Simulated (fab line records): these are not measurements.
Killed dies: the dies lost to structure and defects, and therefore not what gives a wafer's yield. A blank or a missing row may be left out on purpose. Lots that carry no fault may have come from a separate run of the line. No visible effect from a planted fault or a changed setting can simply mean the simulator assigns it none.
Problem report in the 8D (eight disciplines) form, filled by code    flow gf180mcu    the parts of the form that need people (team, actions taken, sign-off) are left out

== 1. PROBLEM STATEMENT ==
run length s at GF_HV_LDD_SOFTBAKE_27 reads a mean of 92.80 s on 6 wafers of 2 lots; wafers without a fault read 89.06 s with a standard deviation of 0.14. Measured from the usual mean, that is +27 standard deviations.
The step: time 60 s.
Earliest sighting: wafer L870.1 on litho track-03 at day 14 01:28. At this step, 36 wafers from 12 lots have a number in the record. By rule, "out" or "out of limits" means more than 4 standard deviations away from the usual mean. All remaining wafers that have a number are taken as sound.

== 2. WHAT IT IS, WHAT IT ISN'T ==
question                     is                      is not
which readings at this step  run length s            plate temp C, resist line temp C
which lots                   L870, L874              L861, L862, L863, L865, L867, L872, L877, L878, L881, L882
which wafers of those lots   all that have a number  -
read on which tools          litho track-03          litho track-02, litho track-04
when                         from day 14 01:28       up to then (15 sound wafers); but 15 sound wafers of L872, L877, L878, L881, L882 came after

== 3. SUSPECTS, AND WHAT RULES EACH OUT ==
Counting: any tool at a process step up to the reading is kept as a suspect provided that every lot that is out went through it and no sound lot did after the first of them.
- rtp anneal-01 at GF_VT_IMPLANT_RTA_45 (time 30 s): ruled out as a lasting fault. The sound lots L877, L878 went through it after L870, its earliest lot that is out (day 10 02:52).
- plasma asher-01 at GF_DUAL_GATE_STRIP_13 (strips in O2/N2): ruled out as a lasting fault. The sound lots L877, L882 went through it after L870, its earliest lot that is out (day 10 23:26).
- litho track-03 at GF_HV_LDD_SOFTBAKE_27 (time 60 s): kept. All lots that are out passed through it, beginning with L870 at day 14 01:28, and no sound lot followed; its final sound lot before that point was L865 at day 12 09:41. Its own run length s readings are out on those wafers.
Left after counting: litho track-03 at GF_HV_LDD_SOFTBAKE_27.

== 4. THE CAUSE (what the simulator had put in) ==
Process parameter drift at GF_HV_LDD_SOFTBAKE_27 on litho track-03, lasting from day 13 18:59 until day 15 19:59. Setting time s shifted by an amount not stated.
This tool alone remained once counting was done.

== 5. THE EFFECT CHAIN, in route order ==
Each row: a reading whose mean over the struck wafers that have a number lies more than 3 standard deviations from the usual. Scope: only readings with a usual standard deviation given in the record; hours: median across lots of the time from each lot's start at the first step in this table that gives one to its start at this step; sigmas: change in usual standard deviations.
hours  step                   reading       usual    on struck wafers  change  sigmas
0      GF_HV_LDD_SOFTBAKE_27  run length s  89.06 s  92.80             +3.73   +27
It contains these process steps:
- GF_HV_LDD_SOFTBAKE_27: time 60 s.

== 6. HOW IT WOULD HAVE BEEN CAUGHT EARLIER ==
In this record no reading fell out of limits until day 14 01:28, 6 hours after the fault had begun at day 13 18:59.
